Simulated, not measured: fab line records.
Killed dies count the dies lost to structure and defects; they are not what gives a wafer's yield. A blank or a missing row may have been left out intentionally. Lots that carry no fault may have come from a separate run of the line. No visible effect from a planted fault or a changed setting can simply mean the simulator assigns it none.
2 desks looking at one fault || flow gf180mcu || only its own numbers are on each desk; what lay behind them is given at the end

## TOOL OWNER'S DESK, cmp-02
The tool's own readings at GF_V4_CMP_04 (polishes SiO2): means of the sampled wafers that have a number, for each lot that ran on this tool. The brackets show how far a lot's mean lies from the usual mean; more than 4 standard deviations puts the lot out of limits, marked OUT.
Columns: A = motor current A at GF_V4_CMP_04, usual 12.0 A; B = slurry flow ml min at GF_V4_CMP_04, usual 150.0; C = time to endpoint s at GF_V4_CMP_04, usual 81 s
{"lot": "L765", "first seen here": "day 23 19:25", "A": 13.5, "B": 149.8, "C": 85}
{"lot": "L769", "first seen here": "day 25 05:28", "A": 12.6, "B": 150.4, "C": 83}
{"lot": "L774", "first seen here": "day 27 00:23", "A": 12.3, "B": 150.0, "C": 81}
{"lot": "L776", "first seen here": "day 27 12:43", "A": 11.9, "B": 149.9, "C": 78}
{"lot": "L784", "first seen here": "day 29 18:02", "A": 12.1, "B": 149.6, "C": 82}
{"lot": "L785", "first seen here": "day 30 02:38", "A": 13.2, "B": 149.9, "C": 80}
This desk's verdict: no lot among the 6 shows anything out of limits.

## THE METROLOGY DESK
What the gauges read for every lot (on any tool): the sampled wafers with a number, averaged. The brackets show how far a lot's mean lies from the usual mean; more than 4 standard deviations puts the lot out of limits, marked OUT.
Columns: A = cd nm at GF_V4_CD_MEAS_14, usual 260.2 nm; B = cd nm at GF_M5_CD_MEAS_07, usual 280.1 nm; C = cd nm at GF_V5_CD_MEAS_14, usual 259.8 nm
{"lot": "L764", "first seen here": "day 24 06:55", "A": 260.8, "B": 280.0, "C": 259.4}
{"lot": "L765", "first seen here": "day 24 17:58", "A": 260.9, "B": 281.0, "C": 260.4}
{"lot": "L766", "first seen here": "day 25 02:51", "A": 260.6, "B": 281.3, "C": 261.5}
{"lot": "L767", "first seen here": "day 25 15:50", "A": 259.1, "B": 280.9, "C": 259.8}
{"lot": "L769", "first seen here": "day 26 02:39", "A": 259.1, "B": 279.0, "C": 260.6}
{"lot": "L770", "first seen here": "day 26 11:25", "A": 260.4, "B": 277.8, "C": 259.8}
{"lot": "L771", "first seen here": "day 26 20:37", "A": 259.7, "B": 280.1, "C": 259.8}
{"lot": "L773", "first seen here": "day 27 10:07", "A": 259.0, "B": 281.0, "C": 258.7}
{"lot": "L774", "first seen here": "day 27 20:39", "A": 259.7, "B": 280.8, "C": 259.2}
{"lot": "L776", "first seen here": "day 28 09:15", "A": 259.8, "B": 280.4, "C": 259.4}
{"lot": "L777", "first seen here": "day 28 15:39", "A": 262.0, "B": 279.6, "C": 258.9}
{"lot": "L781", "first seen here": "day 29 20:34", "A": 261.2, "B": 280.6, "C": 258.4}
{"lot": "L784", "first seen here": "day 30 12:58", "A": 260.5, "B": 280.1, "C": 260.3}
{"lot": "L785", "first seen here": "day 30 21:09", "A": 260.3, "B": 279.7, "C": 260.4}
This desk's verdict: no lot among the 14 shows anything out of limits.

## ALL TOGETHER
The tool owner's desk saw nothing out of limits.
The metrology desk saw nothing out of limits.

## WHAT WAS PUT IN BY THE SIMULATOR
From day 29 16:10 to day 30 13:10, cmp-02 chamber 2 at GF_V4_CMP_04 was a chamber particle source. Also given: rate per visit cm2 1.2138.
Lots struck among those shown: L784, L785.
